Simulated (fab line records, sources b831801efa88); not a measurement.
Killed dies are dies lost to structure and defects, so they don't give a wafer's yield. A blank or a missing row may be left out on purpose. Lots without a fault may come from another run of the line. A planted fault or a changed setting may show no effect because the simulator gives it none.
Tool commonality check | flow sky130 | 13 lots, 39 wafers sampled

WHY IT WAS OPENED
At SKY_LDD_LDN_TW_MEAS_13 the reading LDD_LDN_TW is flagged on 2 of 13 lots. Wafers without a fault read 1488, standard deviation 8.6.
Rule: a lot is flagged when every wafer of it that has a number lies more than 4 standard deviations from that mean, or none has a number. The other lots count as sound.

lot  | measured     | on            | LDD_LDN_TW, wafer by wafer | flag
L154 | day 23 08:29 | film_metro-03 | 1483 1486 1486             |
L155 | day 23 13:51 | film_metro-04 | 1501 1489 1501             |
L158 | day 25 02:33 | film_metro-03 | 1482 1484 1479             |
L159 | day 25 06:23 | film_metro-04 | 1594 1602 1587             | FLAGGED
L161 | day 25 14:47 | film_metro-04 | 1498 1500 1494             |
L162 | day 26 05:51 | film_metro-04 | 1509 1501 1504             |
L166 | day 27 16:02 | film_metro-01 | 1477 1478 1472             |
L168 | day 28 02:07 | film_metro-01 | 1572 1579 1575             | FLAGGED
L171 | day 29 00:14 | film_metro-04 | 1486 1494 1487             |
L173 | day 29 14:15 | film_metro-03 | 1478 1476 1485             |
L174 | day 30 07:02 | film_metro-04 | 1490 1492 1496             |
L176 | day 30 14:26 | film_metro-01 | 1481 1480 1478             |
L177 | day 30 16:24 | film_metro-03 | 1474 1483 1486             |
The numbers of the flagged lots are 1585 on average: +97 against the usual, or +11 standard deviations.

WHICH TOOL RAN EACH LOT
The record holds 1 process step before the reading, out of a route of 708 steps. In each cell: the tool, then ch and the chambers that the sampled wafers went through, then the start.
lot  | flag    | SKY_LDD_LDN_IMPLANT_11
L154 |         | implanter-01 ch 0, day 23 08:14
L155 |         | implanter-02 ch 0, day 23 13:37
L158 |         | implanter-01 ch 0, day 25 02:19
L159 | FLAGGED | implanter-02 ch 0, day 25 05:49
L161 |         | implanter-01 ch 0, day 25 14:32
L162 |         | implanter-02 ch 0, day 26 05:36
L166 |         | implanter-02 ch 0, day 27 15:47
L168 | FLAGGED | implanter-01 ch 0, day 28 01:31
L171 |         | implanter-02 ch 0, day 28 23:59
L173 |         | implanter-02 ch 0, day 29 14:01
L174 |         | implanter-02 ch 0, day 30 06:47
L176 |         | implanter-01 ch 0, day 30 14:13
L177 |         | implanter-01 ch 0, day 30 16:09
What these steps do:
- SKY_LDD_LDN_IMPLANT_11
- SKY_LDD_LDN_TW_MEAS_13

FLAGGED OVER TOTAL, TOOL BY TOOL (the gauges that took the reading come last)
step                   | tool          | lots run | flagged | share of the flagged lots | sound lots run after its first flagged lot
SKY_LDD_LDN_IMPLANT_11 | implanter-01  | 6        | 1       | some                      | 2 (L176,L177)
SKY_LDD_LDN_IMPLANT_11 | implanter-02  | 7        | 1       | some                      | 5 (L162,L166,L171,L173,L174)
SKY_LDD_LDN_TW_MEAS_13 | film_metro-01 | 3        | 1       | some                      | 1 (L176)
SKY_LDD_LDN_TW_MEAS_13 | film_metro-03 | 4        | 0       | none                      | -
SKY_LDD_LDN_TW_MEAS_13 | film_metro-04 | 6        | 1       | some                      | 4 (L161,L162,L171,L174)

WHAT THE TABLE ALLOWS
No row of the table ran every flagged lot.

WHAT THE SIMULATOR HAD PUT IN
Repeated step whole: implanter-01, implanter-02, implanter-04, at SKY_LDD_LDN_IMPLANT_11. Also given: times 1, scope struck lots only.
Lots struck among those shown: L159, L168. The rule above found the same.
